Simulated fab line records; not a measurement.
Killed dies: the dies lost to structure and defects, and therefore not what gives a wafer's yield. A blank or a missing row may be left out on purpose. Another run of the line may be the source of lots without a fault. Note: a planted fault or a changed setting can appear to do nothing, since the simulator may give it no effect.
Chamber matching -- flow sky130 -- 4 sister chambers for SKY_LDD_LDN_CLEAN_14 on wet_bench-03
The step cleans in SC1/SC2, time 150 s. 8 wafers are shown with their chamber, then 8 later ones without.

EACH WAFER AND ITS CHAMBER
wafer,chamber,bath_heat_duty_pct (%),bath_guard_temp_C (C)
L305.2,0,14.7,69.9
L305.6,0,13.9,69.6
L308.5,2,11.9,69.6
L308.6,2,12.9,69.6
L311.4,3,13.9,70.2
L311.5,3,14.4,70.1
L313.5,1,13.8,69.6
L314.3,1,14.3,69.9

WAFERS WITHOUT THEIR CHAMBER
wafer,bath_heat_duty_pct (%),bath_guard_temp_C (C)
L314.4,14.1,69.3
L314.5,14.2,69.6
L315.1,14.6,69.6
L315.3,14.0,69.5
L315.5,14.8,69.7
L316.1,14.9,69.6
L316.2,14.7,69.6
L316.3,13.9,69.5

CHAMBER TAKEN BY EACH
wafer,from the rows above,in truth
L314.4,can't be placed: 1 or 0 or 2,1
L314.5,can't be placed: 0 or 1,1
L315.1,can't be placed: 0 or 1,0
L315.3,can't be placed: 1 or 0 or 2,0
L315.5,can't be placed: 0 or 1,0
L316.1,can't be placed: 0 or 1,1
L316.2,can't be placed: 0 or 1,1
L316.3,can't be placed: 1 or 0 or 2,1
Placed correctly: 0 of 8. Unplaceable from these rows: 8, with the true chamber sitting among the candidates in 8. Placed wrongly: 0.
How it was worked out, from the rows above alone: a wafer's distance from a chamber is the root of the sum, over the readings, of the square of ((its reading less the chamber's mean) divided by the reading's scatter). The wafer belongs to the nearest chamber; if the next one is less than 2 further off, it can't be placed. A chamber's mean is the mean of its shown wafers. How the scatter is found: for the shown wafers, subtract from each reading the mean of its chamber, square and add these, divide the total by (wafers less chambers), then take the root.
